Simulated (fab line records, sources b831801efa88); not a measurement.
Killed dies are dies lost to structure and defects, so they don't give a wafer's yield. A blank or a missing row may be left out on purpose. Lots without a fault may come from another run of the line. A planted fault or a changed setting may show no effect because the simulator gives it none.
fab line records | flow gf180mcu
record lots=15 wafers=45 last_day=35
route steps=602 shown MVSD@77 VT_IMPLANT@97
lots that met no fault: from a run of the same line without faults
start_h: hours from the record's first day to the start of the lot's first wafer shown | wait_h: hours since the lot's step before | " the same as in the row above | L1.1+2: a row that stands for several wafers | - no value, or no start given | * or withheld: withheld | < > ~ a bound
route shown NAME@n: a module of which the file shows steps, and the number in the route of the first | usual: mean/standard deviation of fault-free wafers | same: alike in all rows | chamber/n: place in a boat | sites: the reading at each site | _std_site: their standard deviation | _edge_site: outer sites' mean less inner sites' | radius_mm: how far each site lies from the wafer's centre | mask NAME#n: copy n | behind: the tool/chamber that last shaped the wafer | hold: why the lot was held/for how many hours/how that ended | device: the transistor (n, p or np) that didn't switch | end of line: the same wafers' tests at the end of the route | a step without rows: its recipe alone | killed: dies lost to structure and defects at the first sort, not the wafer's yield | map: a wafer's dies, x killed, . not, _ none there
set.NAME: the setting as run; set.NAME@STEP: as run at that earlier step | model.NAME: the simulator's own value behind a step, which no gauge read
steps of the route over a sample of lots; a table a step, a row a wafer
services: from which hour (start_h, from the record's first day; less than 0 if before it) a tool's chamber was out of use, for how many hours, and why
## steps
# step GF_MVSD_TW_MEAS_11
# usual MVSD_TW=1566/13
# columns lot.wafer tool chamber start_h wait_h MVSD_TW
L525.1 film_metro-02 - 86.34 0.1 1566
L525.2 " - " " 1563
L525.4 " - " " 1559
L526.1 film_metro-02 - 90.84 0.1 1573
L526.5 " - " " 1575
L526.6 " - " " 1571
L527.1 film_metro-03 - 98.04 0.1 1562
L527.3 " - " " 1556
L527.6 " - " " 1556
L529.1 film_metro-03 - 110.29 0.1 1552
L529.2 " - " " 1560
L529.3 " - " " 1560
L530.1 film_metro-02 - 114.19 0.1 1572
L530.4 " - " " 1565
L530.5 " - " " 1563
L532.2 film_metro-02 - 126.31 0.1 1566
L532.3 " - " " 1565
L532.5 " - " " 1566
L535.4 film_metro-02 - 142.23 0.1 1563
L535.5 " - " " 1560
L535.6 " - " " 1566
L536.1 film_metro-04 - 152.49 0.1 1596
L536.2 " - " " 1594
L536.6 " - " " 1591
L537.3 film_metro-02 - 155.65 0.1 1583
L537.4 " - " " 1578
L537.6 " - " " 1576
L538.1 film_metro-03 - 162.03 0.1 1555
L538.4 " - " " 1555
L538.6 " - " " 1554
L539.2 film_metro-03 - 171.70 0.1 1549
L539.4 " - " " 1552
L539.6 " - " " 1555
L542.1 film_metro-03 - 183.58 0.1 1550
L542.5 " - " " 1555
L542.6 " - " " 1552
L546.1 film_metro-04 - 207.89 0.1 1593
L546.3 " - " " 1588
L546.4 " - " " 1595
L547.1 film_metro-04 - 213.54 0.1 1593
L547.5 " - " " 1599
L547.6 " - " " 1591
L548.1 film_metro-02 - 219.69 0.1 1564
L548.2 " - " " 1573
L548.4 " - " " 1564
# step GF_VT_IMPLANT_OVL_MEAS_07
# usual VT_IMPLANT_OVL=0.3/1.6
# columns lot.wafer tool chamber start_h wait_h VT_IMPLANT_OVL[nm]
L525.1 overlay-01 - 116.65 0.1 2.1
L525.2 " - " " -0.1
L525.4 " - " " 3.2
L526.1 overlay-02 - 120.75 0.1 -1.7
L526.5 " - " " -1.3
L526.6 " - " " -3.3
L527.1 overlay-02 - 128.63 0.1 -0.3
L527.3 " - " " -1.7
L527.6 " - " " -1.5
L529.1 overlay-02 - 141.90 0.1 -0.3
L529.2 " - " " -1.4
L529.3 " - " " 0.1
L530.1 overlay-02 - 146.48 0.1 0.8
L530.4 " - " " -1.9
L530.5 " - " " -0.6
L532.2 overlay-01 - 158.97 0.1 0.9
L532.3 " - " " 1.6
L532.5 " - " " 2.5
L535.4 overlay-01 - 175.12 0.1 -1.2
L535.5 " - " " -3.4
L535.6 " - " " -0.6
L536.1 overlay-02 - 186.53 0.1 1.4
L536.2 " - " " 1.3
L536.6 " - " " 0.7
L537.3 overlay-01 - 189.96 0.1 0.9
L537.4 " - " " 2.1
L537.6 " - " " 2.0
L538.1 overlay-01 - 197.06 0.1 -0.8
L538.4 " - " " 0.1
L538.6 " - " " -1.5
L539.2 overlay-01 - 205.96 0.1 -0.8
L539.4 " - " " 0.3
L539.6 " - " " 0.1
L542.1 overlay-01 - 219.96 0.1 2.8
L542.5 " - " " 2.9
L542.6 " - " " 2.7
L546.1 overlay-02 - 245.30 0.1 0.8
L546.3 " - " " -2.3
L546.4 " - " " -0.9
L547.1 overlay-01 - 251.13 0.1 0.3
L547.5 " - " " -0.6
L547.6 " - " " 0.4
L548.1 overlay-02 - 257.66 0.1 -1.9
L548.2 " - " " -0.1
L548.4 " - " " -2.4
# step GF_VT_IMPLANT_DEVELOP_17
# recipe develop_time_s=60 dev_temp_c=23
# usual chill_plate_temp_C=23.01/0.12 develop_time_s=60/0
# columns lot.wafer tool chamber start_h wait_h chill_plate_temp_C develop_time_s
L525.1 litho_track-04 0 132.13 0.1 22.99 60
L525.2 " 0 " " 23.01 60
L525.4 " 0 " " 22.97 60
L526.1 litho_track-02 0 137.05 0.1 23.03 60
L526.5 " 0 " " 23.02 60
L526.6 " 0 " " 23.06 60
L527.1 litho_track-03 0 144.11 0.1 22.96 60
L527.3 " 0 " " 23.04 60
L527.6 " 0 " " 22.98 60
L529.1 litho_track-02 0 158.15 0.1 22.94 60
L529.2 " 0 " " 22.87 60
L529.3 " 0 " " 22.90 60
L530.1 litho_track-04 0 163.08 0.1 23.13 60
L530.4 " 0 " " 23.33 60
L530.5 " 0 " " 23.45 60
L532.2 litho_track-02 0 175.28 0.1 22.85 60
L532.3 " 0 " " 23.13 60
L532.5 " 0 " " 22.82 60
L535.4 litho_track-04 0 192.36 0.1 23.16 60
L535.5 " 0 " " 22.99 60
L535.6 " 0 " " 23.20 60
L536.1 litho_track-02 0 204.10 0.1 23.02 60
L536.2 " 0 " " 22.94 60
L536.6 " 0 " " 22.88 60
L537.3 litho_track-03 - 207.66 0.1 - -
L537.4 " - " " - -
L537.6 " - " " - -
L538.1 litho_track-03 - 214.46 0.1 - -
L538.4 " - " " - -
L538.6 " - " " - -
L539.2 litho_track-03 - 223.98 0.1 - -
L539.4 " - " " - -
L539.6 " - " " - -
L542.1 litho_track-02 0 239.05 0.1 23.13 60
L542.5 " 0 " " 23.14 60
L542.6 " 0 " " 23.06 60
L546.1 litho_track-04 0 265.28 0.1 23.03 60
L546.3 " 0 " " 23.06 60
L546.4 " 0 " " 22.88 60
L547.1 litho_track-03 0 271.31 0.1 22.99 60
L547.5 " 0 " " 22.84 60
L547.6 " 0 " " 22.99 60
L548.1 litho_track-03 0 277.41 0.1 23.00 60
L548.2 " 0 " " 23.10 60
L548.4 " 0 " " 22.96 60
# step GF_VT_IMPLANT_TW_MEAS_32
# usual VT_IMPLANT_3_TW=266.5/1.4
# columns lot.wafer tool chamber start_h wait_h VT_IMPLANT_3_TW
L525.1 film_metro-01 - 149.14 0.1 265.1
L525.2 " - " " 264.0
L525.4 " - " " 265.8
L526.1 film_metro-01 - 154.04 0.1 263.6
L526.5 " - " " 264.4
L526.6 " - " " 265.4
L527.1 film_metro-02 - 161.32 0.1 267.4
L527.3 " - " " 267.3
L527.6 " - " " 266.6
L529.1 film_metro-01 - 175.05 0.1 267.1
L529.2 " - " " 267.4
L529.3 " - " " 267.8
L530.1 film_metro-02 - 180.14 0.1 268.3
L530.4 " - " " 267.1
L530.5 " - " " 268.4
L532.2 film_metro-01 - 193.31 0.1 263.3
L532.3 " - " " 267.1
L532.5 " - " " 267.3
L535.4 film_metro-03 - 210.62 0.1 266.0
L535.5 " - " " 265.8
L535.6 " - " " 266.3
L536.1 film_metro-01 - 222.94 0.1 266.3
L536.2 " - " " 267.4
L536.6 " - " " 265.9
L537.3 film_metro-01 - 226.81 0.1 265.8
L537.4 " - " " 266.1
L537.6 " - " " 267.5
L538.1 film_metro-02 - 233.49 0.1 268.9
L538.4 " - " " 267.4
L538.6 " - " " 267.7
L539.2 film_metro-02 - 243.13 0.1 267.6
L539.4 " - " " 268.9
L539.6 " - " " 267.3
L542.1 film_metro-01 - 259.47 0.1 263.3
L542.5 " - " " 263.9
L542.6 " - " " 263.6
L546.1 film_metro-03 - 284.89 0.1 267.1
L546.3 " - " " 266.2
L546.4 " - " " 266.0
L547.1 film_metro-01 - 292.55 0.1 266.1
L547.5 " - " " 266.8
L547.6 " - " " 266.7
L548.1 film_metro-01 - 298.19 0.1 265.8
L548.2 " - " " 264.9
L548.4 " - " " 265.4
## services
# columns tool chamber start_h hours kind
litho_track-02 - 119.26 - consumable_replace:filter
## key
first_sign step=GF_VT_IMPLANT_DEVELOP_17 reading=tool_record direction=missing
effect none on later readings
met_at GF_VT_IMPLANT_DEVELOP_17
struck_lots L537,L538,L539
later_rows_left_out L537.3,L537.4,L537.6,L538.1,L538.4,L538.6,L539.2,L539.4,L539.6
sort_left_out L537.3,L537.4,L537.6,L538.1,L538.4,L538.6,L539.2,L539.4,L539.6
tester_left_out L537,L538,L539
not_acting_at GF_MVSD_TW_MEAS_11,GF_VT_IMPLANT_OVL_MEAS_07,GF_VT_IMPLANT_TW_MEAS_32
onset_between 144.11 207.66
fault kind=skipped_step_whole tool=litho_track-03 chamber=- onset_h=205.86 steps=GF_VT_IMPLANT_DEVELOP_17 scope=struck_lots_only
# tester_left_out: of these lots the tester's yield and bins aren't shown, on N5 and GAA mostly nor the transistor test; their killed dies are dies lost to structure and defects alone, not to doping, threshold or leakage, so they don't give the yield
# sort_left_out: the simulated sort isn't trusted on such a fault, so these wafers' sort isn't shown, and their yield isn't known
# later_rows_left_out: the simulator's readings of these wafers behind a module that went badly wrong aren't trusted and aren't shown, but for the sort
